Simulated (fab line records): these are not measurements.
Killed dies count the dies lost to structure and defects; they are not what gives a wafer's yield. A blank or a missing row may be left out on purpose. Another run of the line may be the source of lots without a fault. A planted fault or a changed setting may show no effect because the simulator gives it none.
Matching of chambers	flow gf180mcu	cmp-01 running GF_V2_CMP_26: 4 sister chambers
The step polishes, stops on SiO2, t overpolish 15 s, target thk 0 nm. 14 wafers are shown with their chamber, then 7 later ones without.

WAFERS WITH THEIR CHAMBER
wafer	chamber	motor-current-A (A)	time-to-endpoint-s (s)	overpolish-run-s (s)
L962.1	0	8.7	84	15.000
L962.2	3	11.3	87	14.988
L962.6	0	8.7	90	14.996
L964.1	2	7.7	89	15.008
L964.2	0	8.7	87	14.998
L964.4	1	10.0	82	14.986
L966.1	1	10.4	84	15.006
L966.2	0	8.9	91	14.985
L966.3	3	10.5	86	14.997
L970.2	1	10.8	83	15.005
L970.3	0	8.6	91	15.005
L970.6	1	10.3	83	15.007
L973.1	3	11.1	83	15.003
L973.5	0	8.7	87	15.003

SIGNATURES (averages over the wafers above)
reading	chamber 0	chamber 1	chamber 2	chamber 3	scatter within a chamber
motor-current-A	8.717	10.375	7.700	10.967	0.269
time-to-endpoint-s	88.33	83.00	89.00	85.33	2.24
overpolish-run-s	14.99783	15.00100	15.00800	14.99600	0.00817
Rule: a wafer's distance from a chamber is the root of the sum, over the readings, of the square of ((its reading less the chamber's mean) divided by the reading's scatter). The wafer belongs to the nearest chamber; if the next one is less than 2 further off, it can't be placed. The scatter: the root of (the sum of the squares of (reading less its chamber's mean) over the shown wafers, divided by (wafers less chambers)).

WAFERS WHOSE CHAMBER IS MISSING
wafer	motor-current-A (A)	time-to-endpoint-s (s)	overpolish-run-s (s)
L973.6	11.4	84	15.008
L978.1	11.6	85	15.011
L978.4	8.3	88	15.001
L978.6	9.2	89	14.999
L982.1	11.0	87	15.001
L982.4	7.8	92	15.013
L982.6	11.2	85	15.009

THE CHAMBER EACH PASSED THROUGH
wafer	from the rows above	in truth
L973.6	can't be placed: 3 or 1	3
L978.1	can't be placed: 3 or 1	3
L978.4	can't be placed: 0 or 2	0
L978.6	0	0
L982.1	can't be placed: 3 or 1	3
L982.4	2	2
L982.6	can't be placed: 3 or 1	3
Correctly placed: 2 of 7. Not placeable from these rows: 5 (in 5, the candidates include the true chamber). Wrongly placed: 0.
